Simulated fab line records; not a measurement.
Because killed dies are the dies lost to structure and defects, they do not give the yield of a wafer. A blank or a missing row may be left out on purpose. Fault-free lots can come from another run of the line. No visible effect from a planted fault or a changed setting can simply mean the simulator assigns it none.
fab line records	flow gf180mcu	part 1 of 2: steps 1 to 26 of 37
record lots=5	wafers=15	lastDay=34
route steps=602 shown VT_IMPLANT@95
lots that met no fault: from a run of the same line without faults
startH: the number of hours between the record's first day and the start of the first shown wafer of the lot	waitH: hours elapsed since this lot's preceding step	" the same as in the row above	L1.1+2: one row covering several wafers at once	- no value, or no start was given	* or withheld: withheld	< > ~ a bound
route shown NAME@n: NAME is a module with steps in the file, n the number in the route of the first one	usual: mean and standard deviation over wafers with no fault	same: alike in all rows	chamber/n: place in a boat	sites: per-site readings	_std_site: their standard deviation	_edge_site: mean of outer sites minus mean of inner sites	radiusMm: for every site, how far away it sits from the centre of the wafer	mask NAME#n: copy n	behind: the most recent tool/chamber to have shaped the wafer	hold: why the lot was held/for how many hours/how that ended	device: which transistor (n, p or np) failed to switch	end of line: the tests these same wafers got at the end of their route	a step given without rows: its recipe and nothing more	killed: dies lost to structure and defects at the first sort, not the wafer's yield	map: dies across one wafer; x = killed, . = not, _ = none there
set.NAME: the setting as run; set.NAME@STEP: as run at that earlier step	model.NAME: the simulator's own value behind a step, which no gauge read
lots at some steps of the route; a table a step, a row a wafer
services: a tool's chamber out of use, with start hour (startH, from the record's first day; less than 0 if before it), hours out, and reason
## steps
# step GF_VT_IMPLANT_PEB_05
# recipe tempC=withheld	timeS=*	resist=NOVOLAK
lot.wafer	tool	chamber	startH	waitH
L075.1+4+6	lithoTrack-04	0	-	-
L077.1+2+5	lithoTrack-03	0	-	-
L079.1+5+6	lithoTrack-04	0	-	-
L089.1+2+5	lithoTrack-03	0	-	-
L096.1+2+3	lithoTrack-02	0	-	-
# step GF_VT_IMPLANT_DEVELOP_06
# recipe developTimeS=60	devTempC=23
# same developTimeS=60
lot.wafer	tool	chamber	startH	waitH
L075.1+4+6	lithoTrack-04	0	115.30	0.1
L077.1+2+5	lithoTrack-03	0	126.68	0.1
L079.1+5+6	lithoTrack-04	0	140.10	0.1
L089.1+2+5	lithoTrack-03	0	200.82	0.1
L096.1+2+3	lithoTrack-02	0	247.27	0.1
# step GF_VT_IMPLANT_OVL_MEAS_07
# usual VT_IMPLANT_OVL=-0.6/1.7
lot.wafer	tool	chamber	startH	waitH	VT_IMPLANT_OVL[nm]
L075.1	overlay-01	-	115.45	0.1	-0.9
L075.4	"	-	"	"	0.7
L075.6	"	-	"	"	-1.0
L077.1	overlay-02	-	126.83	0.1	-1.6
L077.2	"	-	"	"	-0.8
L077.5	"	-	"	"	-0.1
L079.1	overlay-01	-	140.25	0.1	0.7
L079.5	"	-	"	"	1.4
L079.6	"	-	"	"	0.6
L089.1	overlay-02	-	200.97	0.1	0.5
L089.2	"	-	"	"	0.3
L089.5	"	-	"	"	-0.6
L096.1	overlay-02	-	247.42	0.1	-0.5
L096.2	"	-	"	"	-2.2
L096.3	"	-	"	"	-3.0
# step GF_VT_IMPLANT_IMPLANT_08
# recipe species=BF2	energyKev=20	doseCm2=8.29e+12	tiltDeg=7
# usual doseIonsCm2=8.291e+12/1e+10	endStationPressureTorr=5.04e-06/2.8e-07	faradayCurrentUA=46.7/0.89
lot.wafer	tool	chamber	startH	waitH	doseIonsCm2	endStationPressureTorr	faradayCurrentUA
L075.1	implanter-04	0	115.49	0.0	8.282e+12	5.09e-06	47.9
L075.4	"	0	"	"	8.279e+12	4.51e-06	46.8
L075.6	"	0	"	"	8.287e+12	5.35e-06	47.5
L077.1	implanter-01	0	126.86	0.0	8.282e+12	5.23e-06	44.3
L077.2	"	0	"	"	8.3e+12	4.86e-06	46.8
L077.5	"	0	"	"	8.293e+12	5.63e-06	47.2
L079.1	implanter-01	0	140.29	0.0	8.285e+12	4.9e-06	45.8
L079.5	"	0	"	"	8.278e+12	5.13e-06	46.8
L079.6	"	0	"	"	8.271e+12	5.26e-06	46.6
L089.1	implanter-04	0	201.01	0.0	8.291e+12	5.14e-06	47.8
L089.2	"	0	"	"	8.298e+12	4.63e-06	45.7
L089.5	"	0	"	"	8.299e+12	4.72e-06	46.8
L096.1	implanter-01	0	247.45	0.0	8.315e+12	4.18e-06	45.9
L096.2	"	0	"	"	8.293e+12	5.6e-06	47.9
L096.3	"	0	"	"	8.295e+12	4.67e-06	47.2
# step GF_VT_IMPLANT_STRIP_09
# recipe chemistry=O2/N2	powerW=1400	pressureMtorr=1500	platenTempC=250	o2FlowSccm=3000	n2FlowSccm=300	overashFraction=0.5
# usual drypumpMotorCurrentA=5.7/0.53	heaterPowerW=327/27	oesProductAu=0.716/0.0043	stripTimeToEndpointS=12.52/0.035
lot.wafer	tool	chamber	startH	waitH	drypumpMotorCurrentA	heaterPowerW	oesProductAu	rfHoursCounterH	stripTimeToEndpointS
L075.1	plasmaAsher-04	0	115.64	0.1	5.7	309	0.718	49	12.51
L075.4	"	0	"	"	5.7	307	0.719	-	12.47
L075.6	"	0	"	"	5.7	307	0.724	-	12.51
L077.1	plasmaAsher-04	0	127.01	0.1	5.7	303	0.713	50	12.55
L077.2	"	1	"	"	4.8	290	0.710	50	12.53
L077.5	"	0	"	"	5.7	301	0.706	-	12.52
L079.1	plasmaAsher-02	0	140.44	0.1	5.2	354	0.719	2	12.52
L079.5	"	1	"	"	6.0	355	0.720	-	12.57
L079.6	"	0	"	"	5.2	359	0.720	-	12.55
L089.1	plasmaAsher-03	0	201.16	0.1	6.2	316	0.726	43	12.54
L089.2	"	1	"	"	6.2	347	0.711	43	12.53
L089.5	"	0	"	"	6.2	317	0.724	-	12.52
L096.1	plasmaAsher-03	1	247.60	0.1	6.2	340	0.720	48	12.56
L096.2	"	0	"	"	6.2	311	0.722	48	12.54
L096.3	"	1	"	"	6.2	357	0.723	-	12.55
# step GF_VT_IMPLANT_TW_MEAS_10
# usual VT_IMPLANT_TW=565/4
lot.wafer	tool	chamber	startH	waitH	VT_IMPLANT_TW
L075.1	filmMetro-03	-	115.74	0.1	567
L075.4	"	-	"	"	567
L075.6	"	-	"	"	569
L077.1	filmMetro-01	-	127.11	0.1	563
L077.2	"	-	"	"	562
L077.5	"	-	"	"	563
L079.1	filmMetro-03	-	140.54	0.1	563
L079.5	"	-	"	"	564
L079.6	"	-	"	"	568
L089.1	filmMetro-03	-	201.26	0.1	567
L089.2	"	-	"	"	566
L089.5	"	-	"	"	567
L096.1	filmMetro-03	-	247.70	0.1	573
L096.2	"	-	"	"	570
L096.3	"	-	"	"	572
# step GF_VT_IMPLANT_DEHYDRATE_11
# recipe tempC=200	timeS=60
lot.wafer	tool	chamber	startH	waitH
L075.1+4+6	lithoTrack-03	0	122.73	7.0
L077.1+2+5	lithoTrack-04	0	133.75	6.6
L079.1+5+6	lithoTrack-03	0	147.37	6.8
L089.1+2+5	lithoTrack-04	0	209.30	8.0
L096.1+2+3	lithoTrack-03	0	256.32	8.6
# step GF_VT_IMPLANT_HMDS_12
# recipe primeTimeS=60	primeTempC=120
# usual primeTempC=120.01/0.15
lot.wafer	tool	chamber	startH	waitH	primeTempC
L075.1	lithoTrack-03	0	122.88	0.1	120.23
L075.4	"	0	"	"	120.19
L075.6	"	0	"	"	120.30
L077.1	lithoTrack-04	0	133.90	0.1	120.21
L077.2	"	0	"	"	120.01
L077.5	"	0	"	"	120.29
L079.1	lithoTrack-03	0	147.52	0.1	119.80
L079.5	"	0	"	"	120.10
L079.6	"	0	"	"	119.90
L089.1	lithoTrack-04	0	209.45	0.1	120.25
L089.2	"	0	"	"	120.02
L089.5	"	0	"	"	120.17
L096.1	lithoTrack-03	0	256.47	0.1	120.13
L096.2	"	0	"	"	120.24
L096.3	"	0	"	"	120.09
# step GF_VT_IMPLANT_COAT_13
# recipe resist=NOVOLAK	spinRpm=3000	resistThkNm=1000
# usual dispensePressureKPa=52.5/1.4
lot.wafer	tool	chamber	startH	waitH	dispensePressureKPa
L075.1	lithoTrack-03	0	123.03	0.1	53.3
L075.4	"	0	"	"	53.3
L075.6	"	0	"	"	53.3
L077.1	lithoTrack-04	0	134.05	0.1	52.6
L077.2	"	0	"	"	52.6
L077.5	"	0	"	"	52.6
L079.1	lithoTrack-03	0	147.67	0.1	53.3
L079.5	"	0	"	"	53.3
L079.6	"	0	"	"	53.3
L089.1	lithoTrack-04	0	209.60	0.1	52.5
L089.2	"	0	"	"	52.5
L089.5	"	0	"	"	52.6
L096.1	lithoTrack-03	0	256.62	0.1	53.3
L096.2	"	0	"	"	53.3
L096.3	"	0	"	"	53.3
# step GF_VT_IMPLANT_SOFTBAKE_14
# recipe tempC=90	timeS=60	resist=NOVOLAK
lot.wafer	tool	chamber	startH	waitH
L075.1+4+6	lithoTrack-03	0	123.18	0.1
L077.1+2+5	lithoTrack-04	0	134.20	0.1
L079.1+5+6	lithoTrack-03	0	147.82	0.1
L089.1+2+5	lithoTrack-04	0	209.75	0.1
L096.1+2+3	lithoTrack-03	0	256.77	0.1
# step GF_VT_IMPLANT_EXPOSE_15
# recipe maskId=Nwell_LV_AREA	targetCdNm=860	na=0.6	sourceShape=conventional	sigmaOuter=0.6	doseMj=137.3
# usual stageVelMmS=500.05/0.25
lot.wafer	tool	chamber	startH	waitH	mask	stageVelMmS
L075.1	ilineStepper-01	0	-	-	Nwell_LV_AREA#0	500.12
L075.4	"	0	"	"	Nwell_LV_AREA#0	499.90
L075.6	"	0	"	"	Nwell_LV_AREA#0	500.28
L077.1	ilineStepper-02	0	-	-	Nwell_LV_AREA#0	499.85
L077.2	"	0	"	"	Nwell_LV_AREA#0	499.87
L077.5	"	0	"	"	Nwell_LV_AREA#0	500.19
L079.1	ilineStepper-02	0	-	-	Nwell_LV_AREA#0	499.80
L079.5	"	0	"	"	Nwell_LV_AREA#0	499.83
L079.6	"	0	"	"	Nwell_LV_AREA#0	500.07
L089.1	ilineStepper-01	0	-	-	Nwell_LV_AREA#0	499.99
L089.2	"	0	"	"	Nwell_LV_AREA#0	499.81
L089.5	"	0	"	"	Nwell_LV_AREA#0	500.30
L096.1	ilineStepper-02	0	-	-	Nwell_LV_AREA#0	500.46
L096.2	"	0	"	"	Nwell_LV_AREA#0	500.56
L096.3	"	0	"	"	Nwell_LV_AREA#0	500.09
# step GF_VT_IMPLANT_PEB_16
# recipe tempC=withheld	timeS=*	resist=NOVOLAK
lot.wafer	tool	chamber	startH	waitH
L075.1+4+6	lithoTrack-03	0	-	-
L077.1+2+5	lithoTrack-03	0	-	-
L079.1+5+6	lithoTrack-02	0	-	-
L089.1+2+5	lithoTrack-03	0	-	-
L096.1+2+3	lithoTrack-03	0	-	-
# step GF_VT_IMPLANT_DEVELOP_17
# recipe developTimeS=60	devTempC=23
# same developTimeS=60
lot.wafer	tool	chamber	startH	waitH
L075.1+4+6	lithoTrack-03	0	129.88	0.1
L077.1+2+5	lithoTrack-03	0	141.53	0.1
L079.1+5+6	lithoTrack-02	0	155.57	0.1
L089.1+2+5	lithoTrack-03	0	218.17	0.1
L096.1+2+3	lithoTrack-03	0	265.62	0.1
# step GF_VT_IMPLANT_OVL_MEAS_18
# usual VT_IMPLANT_01_OVL=0.8/1.5
lot.wafer	tool	chamber	startH	waitH	VT_IMPLANT_01_OVL[nm]
L075.1	overlay-01	-	130.03	0.1	1.2
L075.4	"	-	"	"	0.8
L075.6	"	-	"	"	2.9
L077.1	overlay-01	-	141.68	0.1	2.3
L077.2	"	-	"	"	3.4
L077.5	"	-	"	"	1.0
L079.1	overlay-02	-	155.72	0.1	1.2
L079.5	"	-	"	"	1.0
L079.6	"	-	"	"	1.3
L089.1	overlay-02	-	218.32	0.1	1.7
L089.2	"	-	"	"	2.6
L089.5	"	-	"	"	1.0
L096.1	overlay-01	-	265.77	0.1	2.7
L096.2	"	-	"	"	1.2
L096.3	"	-	"	"	1.3
# step GF_VT_IMPLANT_IMPLANT_19
# recipe species=As	energyKev=100	doseCm2=4.35e+12	tiltDeg=7
# usual doseIonsCm2=4.35e+12/5.1e+09	endStationPressureTorr=5e-06/2.5e-07	faradayCurrentUA=24.5/0.45
lot.wafer	tool	chamber	startH	waitH	doseIonsCm2	endStationPressureTorr	faradayCurrentUA
L075.1	implanter-04	0	130.06	0.0	4.341e+12	4.9e-06	24.4
L075.4	"	0	"	"	4.346e+12	4.96e-06	24.6
L075.6	"	0	"	"	4.346e+12	4.75e-06	23.6
L077.1	implanter-04	0	141.71	0.0	4.35e+12	5.27e-06	24.7
L077.2	"	0	"	"	4.348e+12	4.71e-06	23.9
L077.5	"	0	"	"	4.345e+12	5.18e-06	24.4
L079.1	implanter-04	0	155.76	0.0	4.35e+12	4.64e-06	24.5
L079.5	"	0	"	"	4.356e+12	4.77e-06	24.0
L079.6	"	0	"	"	4.353e+12	5.07e-06	24.5
L089.1	implanter-03	0	218.36	0.0	4.342e+12	5.07e-06	24.2
L089.2	"	0	"	"	4.357e+12	5.03e-06	24.6
L089.5	"	0	"	"	4.347e+12	4.78e-06	24.0
L096.1	implanter-04	0	265.81	0.0	4.349e+12	4.84e-06	23.8
L096.2	"	0	"	"	4.348e+12	4.86e-06	24.0
L096.3	"	0	"	"	4.351e+12	4.64e-06	25.1
# step GF_VT_IMPLANT_STRIP_20
# recipe chemistry=O2/N2	powerW=1400	pressureMtorr=1500	platenTempC=250	o2FlowSccm=3000	n2FlowSccm=300	overashFraction=0.5
# usual drypumpMotorCurrentA=5.9/0.45	heaterPowerW=341/23	oesProductAu=0.716/0.0044	stripTimeToEndpointS=12.62/0.031
lot.wafer	tool	chamber	startH	waitH	drypumpMotorCurrentA	heaterPowerW	oesProductAu	rfHoursCounterH	stripTimeToEndpointS
L075.1	plasmaAsher-03	1	130.21	0.1	6.2	350	0.711	35	12.63
L075.4	"	0	"	"	6.2	327	0.723	-	12.63
L075.6	"	1	"	"	6.2	351	0.713	-	12.59
L077.1	plasmaAsher-03	0	141.86	0.1	6.2	322	0.711	37	12.63
L077.2	"	1	"	"	6.2	348	0.711	37	12.59
L077.5	"	1	"	"	6.2	342	0.717	-	12.64
L079.1	plasmaAsher-02	0	155.91	0.1	5.2	361	0.716	4	12.66
L079.5	"	0	"	"	5.2	352	0.721	-	12.72
L079.6	"	1	"	"	6.1	367	0.720	-	12.68
L089.1	plasmaAsher-03	0	218.51	0.1	6.2	317	0.721	45	12.61
L089.2	"	1	"	"	6.2	350	0.715	45	12.57
L089.5	"	0	"	"	6.2	310	0.710	-	12.61
L096.1	plasmaAsher-03	1	265.96	0.1	6.2	353	0.718	50	12.58
L096.2	"	0	"	"	6.2	310	0.714	50	12.57
L096.3	"	0	"	"	6.2	322	0.717	-	12.59
# step GF_VT_IMPLANT_TW_MEAS_21
# usual VT_IMPLANT_2_TW=1216/8.2
lot.wafer	tool	chamber	startH	waitH	VT_IMPLANT_2_TW
L075.1	filmMetro-03	-	130.31	0.1	1214
L075.4	"	-	"	"	1215
L075.6	"	-	"	"	1221
L077.1	filmMetro-03	-	141.96	0.1	1216
L077.2	"	-	"	"	1216
L077.5	"	-	"	"	1222
L079.1	filmMetro-01	-	156.01	0.1	1209
L079.5	"	-	"	"	1204
L079.6	"	-	"	"	1209
L089.1	filmMetro-04	-	218.61	0.1	1218
L089.2	"	-	"	"	1221
L089.5	"	-	"	"	1216
L096.1	filmMetro-01	-	266.06	0.1	1204
L096.2	"	-	"	"	1195
L096.3	"	-	"	"	1201
# step GF_VT_IMPLANT_DEHYDRATE_22
# recipe tempC=200	timeS=60
lot.wafer	tool	chamber	startH	waitH
L075.1+4+6	lithoTrack-03	0	136.73	6.4
L077.1+2+5	lithoTrack-02	0	148.67	6.7
L079.1+5+6	lithoTrack-02	0	163.27	7.3
L089.1+2+5	lithoTrack-04	0	226.30	7.7
L096.1+2+3	lithoTrack-04	0	275.10	9.0
# step GF_VT_IMPLANT_HMDS_23
# recipe primeTimeS=60	primeTempC=120
# usual primeTempC=119.98/0.13
lot.wafer	tool	chamber	startH	waitH	primeTempC
L075.1	lithoTrack-03	0	136.88	0.1	119.89
L075.4	"	0	"	"	120.08
L075.6	"	0	"	"	120.03
L077.1	lithoTrack-02	0	148.82	0.1	119.92
L077.2	"	0	"	"	119.96
L077.5	"	0	"	"	119.63
L079.1	lithoTrack-02	0	163.42	0.1	120.11
L079.5	"	0	"	"	119.96
L079.6	"	0	"	"	119.92
L089.1	lithoTrack-04	0	226.45	0.1	120.05
L089.2	"	0	"	"	120.10
L089.5	"	0	"	"	119.83
L096.1	lithoTrack-04	0	275.25	0.1	120.19
L096.2	"	0	"	"	120.01
L096.3	"	0	"	"	120.00
# step GF_VT_IMPLANT_COAT_24
# recipe resist=NOVOLAK	spinRpm=3000	resistThkNm=1000
# usual dispensePressureKPa=51.8/1.9
lot.wafer	tool	chamber	startH	waitH	dispensePressureKPa
L075.1	lithoTrack-03	0	137.03	0.1	53.3
L075.4	"	0	"	"	53.3
L075.6	"	0	"	"	53.3
L077.1	lithoTrack-02	0	148.97	0.1	48.8
L077.2	"	0	"	"	48.9
L077.5	"	0	"	"	48.9
L079.1	lithoTrack-02	0	163.57	0.1	48.9
L079.5	"	0	"	"	48.9
L079.6	"	0	"	"	48.9
L089.1	lithoTrack-04	0	226.60	0.1	52.5
L089.2	"	0	"	"	52.6
L089.5	"	0	"	"	52.6
L096.1	lithoTrack-04	0	275.40	0.1	52.5
L096.2	"	0	"	"	52.6
L096.3	"	0	"	"	52.6
# step GF_VT_IMPLANT_SOFTBAKE_25
# recipe tempC=90	timeS=60	resist=NOVOLAK
lot.wafer	tool	chamber	startH	waitH
L075.1+4+6	lithoTrack-03	0	137.18	0.1
L077.1+2+5	lithoTrack-02	0	149.12	0.1
L079.1+5+6	lithoTrack-02	0	163.72	0.1
L089.1+2+5	lithoTrack-04	0	226.75	0.1
L096.1+2+3	lithoTrack-04	0	275.55	0.1
# step GF_VT_IMPLANT_EXPOSE_26
# recipe maskId=LVPWELL_HV_AREA	targetCdNm=860	na=0.6	sourceShape=conventional	sigmaOuter=0.6	doseMj=140
# usual stageVelMmS=500.07/0.25
lot.wafer	tool	chamber	startH	waitH	mask	stageVelMmS
L075.1	ilineStepper-02	0	-	-	LVPWELL_HV_AREA#0	499.98
L075.4	"	0	"	"	LVPWELL_HV_AREA#0	500.37
L075.6	"	0	"	"	LVPWELL_HV_AREA#0	500.57
L077.1	ilineStepper-01	0	-	-	LVPWELL_HV_AREA#0	500.29
L077.2	"	0	"	"	LVPWELL_HV_AREA#0	500.21
L077.5	"	0	"	"	LVPWELL_HV_AREA#0	500.27
L079.1	ilineStepper-02	0	-	-	LVPWELL_HV_AREA#0	499.92
L079.5	"	0	"	"	LVPWELL_HV_AREA#0	499.93
L079.6	"	0	"	"	LVPWELL_HV_AREA#0	500.14
L089.1	ilineStepper-02	0	-	-	LVPWELL_HV_AREA#0	500.20
L089.2	"	0	"	"	LVPWELL_HV_AREA#0	500.64
L089.5	"	0	"	"	LVPWELL_HV_AREA#0	500.55
L096.1	ilineStepper-02	0	-	-	LVPWELL_HV_AREA#0	500.17
L096.2	"	0	"	"	LVPWELL_HV_AREA#0	500.35
L096.3	"	0	"	"	LVPWELL_HV_AREA#0	500.48
# step GF_VT_IMPLANT_PEB_27
# recipe tempC=withheld	timeS=*	resist=NOVOLAK
lot.wafer	tool	chamber	startH	waitH
L075.1+4+6	lithoTrack-04	0	-	-
L077.1+2+5	lithoTrack-03	0	-	-
L079.1+5+6	lithoTrack-02	0	-	-
L089.1+2+5	lithoTrack-04	0	-	-
L096.1+2+3	lithoTrack-02	0	-	-
# step GF_VT_IMPLANT_DEVELOP_28
# recipe developTimeS=60	devTempC=23
# same developTimeS=60
lot.wafer	tool	chamber	startH	waitH
L075.1+4+6	lithoTrack-04	0	144.55	0.1
L077.1+2+5	lithoTrack-03	0	156.72	0.1
L079.1+5+6	lithoTrack-02	0	171.62	0.1
L089.1+2+5	lithoTrack-04	0	235.90	0.1
L096.1+2+3	lithoTrack-02	0	285.07	0.1
# step GF_VT_IMPLANT_OVL_MEAS_29
# usual VT_IMPLANT_02_OVL=-0.1/1.4
lot.wafer	tool	chamber	startH	waitH	VT_IMPLANT_02_OVL[nm]
L075.1	overlay-02	-	144.70	0.1	-0.7
L075.4	"	-	"	"	-2.0
L075.6	"	-	"	"	-2.3
L077.1	overlay-01	-	156.87	0.1	-1.2
L077.2	"	-	"	"	-1.0
L077.5	"	-	"	"	-1.5
L079.1	overlay-01	-	171.77	0.1	-0.1
L079.5	"	-	"	"	-0.4
L079.6	"	-	"	"	-0.4
L089.1	overlay-01	-	236.05	0.1	-0.6
L089.2	"	-	"	"	-0.9
L089.5	"	-	"	"	1.5
L096.1	overlay-01	-	285.22	0.1	1.0
L096.2	"	-	"	"	1.0
L096.3	"	-	"	"	0.6
# step GF_VT_IMPLANT_IMPLANT_30
# recipe species=B	energyKev=25.52	doseCm2=2.534e+12	tiltDeg=7
# usual doseIonsCm2=2.534e+12/3.2e+09	endStationPressureTorr=4.98e-06/2.7e-07	faradayCurrentUA=14.28/0.27
lot.wafer	tool	chamber	startH	waitH	doseIonsCm2	endStationPressureTorr	faradayCurrentUA
L075.1	implanter-04	0	144.74	0.0	2.526e+12	5.74e-06	14.19
L075.4	"	0	"	"	2.53e+12	5.04e-06	14.14
L075.6	"	0	"	"	2.536e+12	4.54e-06	14.22
L077.1	implanter-04	0	156.91	0.0	2.534e+12	4.92e-06	14.35
L077.2	"	0	"	"	2.534e+12	5.22e-06	14.58
L077.5	"	0	"	"	2.54e+12	5.54e-06	14.20
L079.1	implanter-01	0	171.81	0.0	2.537e+12	4.94e-06	14.13
L079.5	"	0	"	"	2.532e+12	5.27e-06	14.02
L079.6	"	0	"	"	2.536e+12	4.78e-06	14.39
L089.1	implanter-03	0	236.09	0.0	2.538e+12	4.63e-06	13.79
L089.2	"	0	"	"	2.538e+12	5.12e-06	14.00
L089.5	"	0	"	"	2.538e+12	5e-06	14.19
L096.1	implanter-01	0	285.25	0.0	2.534e+12	5.11e-06	14.16
L096.2	"	0	"	"	2.54e+12	4.87e-06	14.48
L096.3	"	0	"	"	2.534e+12	4.93e-06	14.02
